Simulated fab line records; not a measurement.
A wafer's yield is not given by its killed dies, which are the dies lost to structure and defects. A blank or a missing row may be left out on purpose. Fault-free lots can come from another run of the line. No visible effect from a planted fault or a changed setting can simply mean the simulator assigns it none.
Problem report, 8D (eight disciplines) form, completed by code    flow sky130    the parts of the form that need people (team, actions taken, sign-off) are left out

== 1. WHAT WENT WRONG ==
rf fwd power W at SKY_VIA2_ETCH_15 reads a mean of 1249 W on 6 wafers of 2 lots; wafers without a fault read 1491 W with a standard deviation of 6.2. That is -39 standard deviations from the usual mean.
The step: etches SiO2 in C4F8/O2/Ar, stops on TiN, target depth 546 nm, time 84 s.
Seen first at day 41 00:05 on rie diel-03, wafer L627.1. Wafers with a number at this step in the record: 36, from 12 lots. Rule for "out" (also "out of limits"): further than 4 standard deviations from the usual mean. Any other wafer with a number is counted as sound.

== 2. WHAT IT IS; WHAT IT IS NOT ==
question                     is                      is not
which readings at this step  rf fwd power W          oes product au
which lots                   L627, L632              L613, L614, L615, L616, L618, L619, L622, L628, L635, L636
which wafers of those lots   all that have a number  -
read on which tools          rie diel-03             rie diel-01, rie diel-04
when                         from day 41 00:05       up to then (24 sound wafers); but 6 sound wafers of L635, L636 came after

== 3. THE SUSPECTS, EACH WITH WHAT RULES IT OUT ==
Counting: any tool at a process step up to the reading is kept as a suspect provided that every lot that is out went through it and no sound lot did after the first of them.
- rie metal-03 at SKY_METAL2_DESCUM_17 (chemistry O2, time 8 s): ruled out as a lasting fault. The sound lots L636 went through it after L627, its earliest lot that is out (day 39 22:37).
- rie diel-03 at SKY_VIA2_ETCH_15 (etches SiO2 in C4F8/O2/Ar, stops on TiN, target depth 546 nm, time 84 s): kept. All lots that are out passed through it, beginning with L627 at day 41 00:05, and no sound lot followed; its final sound lot before that point was L616 at day 37 06:20. Out on those wafers are its own readings of rf fwd power W.
After counting, what remains is rie diel-03 at SKY_VIA2_ETCH_15.

== 4. THE CAUSE (what the simulator had put in) ==
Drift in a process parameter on rie diel-03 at SKY_VIA2_ETCH_15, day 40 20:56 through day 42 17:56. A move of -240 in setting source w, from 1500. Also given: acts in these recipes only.
Counting left only this tool.

== 5. THE EFFECT CHAIN, in route order ==
Rows list readings where the struck wafers' mean (over those with a number) sits beyond 3 standard deviations from the usual. Readings are gone through only where the record gives a usual standard deviation; hours: the median, over the lots, of the time from a lot's start at the first step in this table giving one to that lot's start at this step; sigmas: the change measured in usual standard deviations.
hours  step              reading         usual   on struck wafers  change  sigmas
0      SKY_VIA2_ETCH_15  rf fwd power W  1491 W  1249              -242    -39
The process steps in it:
- SKY_VIA2_ETCH_15: etches SiO2 in C4F8/O2/Ar, stops on TiN, target depth 546 nm, time 84 s.

== 6. HOW IT WOULD HAVE BEEN CAUGHT EARLIER ==
In this record no reading fell out of limits until day 41 00:05, 3 hours after the fault had begun at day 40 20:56.
